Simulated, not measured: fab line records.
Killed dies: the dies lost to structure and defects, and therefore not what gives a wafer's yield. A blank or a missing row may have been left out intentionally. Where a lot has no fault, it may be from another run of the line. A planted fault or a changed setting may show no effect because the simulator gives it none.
Struck lot and sound lot, side by side + flow gf180mcu + 13 steps out of a route of 602
Sound: the wafers L434.1, L434.3, L434.6. Struck: wafers L432.2, L432.3, L432.4. The cause is named last.
At each step with rows: each side's tool, then ch and its chambers, then its first start. Under that, the readings that differ: sound wafers + struck wafers + difference of the means + sigmas: that difference in standard deviations of wafers without a fault.
alike: a reading whose means differ by less than 2 such deviations, as well as words and numbers matching on both sides. not compared: withheld readings; readings where some wafer has no value; bounds like >300 that might hide an equal value; numbers whose values overlap and for which the record gives no deviation.
Wherever a step has rows on one side only, a row that says differs or no value, or a row with sigmas, the two part there. Numbers that have no deviation but don't overlap get no sigmas and don't part them. A reading missing from all wafers of one side parts the sides only when that side holds two or more wafers.

first, 5 steps without rows for these wafers: GF_STI_WET_ETCH_17 (etches Si3N4 in H3PO4, target depth 45 nm, time 514 s); GF_STI_CLEAN_18 (cleans in SC1/SC2, time 150 s); GF_STI_CLEAN_19 (cleans in dHF, time 20 s); GF_STI_WET_ETCH_20 (etches SiO2 in dHF, target depth 20 nm, time 400 s); GF_STI_OXIDATION_21 (stabilise 600 s, purge 300 s, target thk 15 nm).
GF_STI_THK_MEAS_22:
  sound on film_metro-03 at day 4 21:43; struck on film_metro-04 at day 4 12:28
  alike: STI_OXIDATION_01_THK
then, 1 step without rows for these wafers: GF_STI_CVD_23 (deposits SiO2, target thk 650 nm, time 108.3 s).
GF_STI_THK_MEAS_24:
  sound on film_metro-04 at day 4 21:52; struck on film_metro-02 at day 4 12:36
  alike: STI_CVD_23_THK
GF_STI_CMP_25: polishes, stops on Si3N4, t overpolish 33 s, target thk 524.6 nm.
  sound on cmp-02 ch 0,3, day 4 21:55; struck on cmp-02 ch 0,2,3, day 4 12:39
  alike: motor_current_A, overpolish_run_s, time_to_endpoint_s
then, 3 steps without rows for these wafers: GF_STI_WET_ETCH_26 (etches SiO2 in dHF, target depth 94 nm, time 188 s); GF_STI_WET_ETCH_27 (etches Si3N4 in H3PO4, target depth 160 nm, time 1825 s); GF_STI_WET_ETCH_28 (etches SiO2 in dHF, target depth 20 nm, time 40 s).
GF_STI_OXIDATION_29: stabilise 600 s, purge 300 s, target thk 10 nm.
  struck on furnace-01, day 4 14:21; sound on furnace-02 ch 0, day 4 22:49
  no value came back on the struck wafers for ox_temp_c (C), ox_temp_c_max, spike_tc_upper_C (C); on the sound wafers ox_temp_c (C) reads 900.0 899.6 900.2

## WHERE THEY PART
Only at GF_STI_OXIDATION_29, as far as this record shows.

WHY: what the simulator had put in
Step skipped in full: furnace-01, at GF_STI_OXIDATION_29, from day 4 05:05 onward. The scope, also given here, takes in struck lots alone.
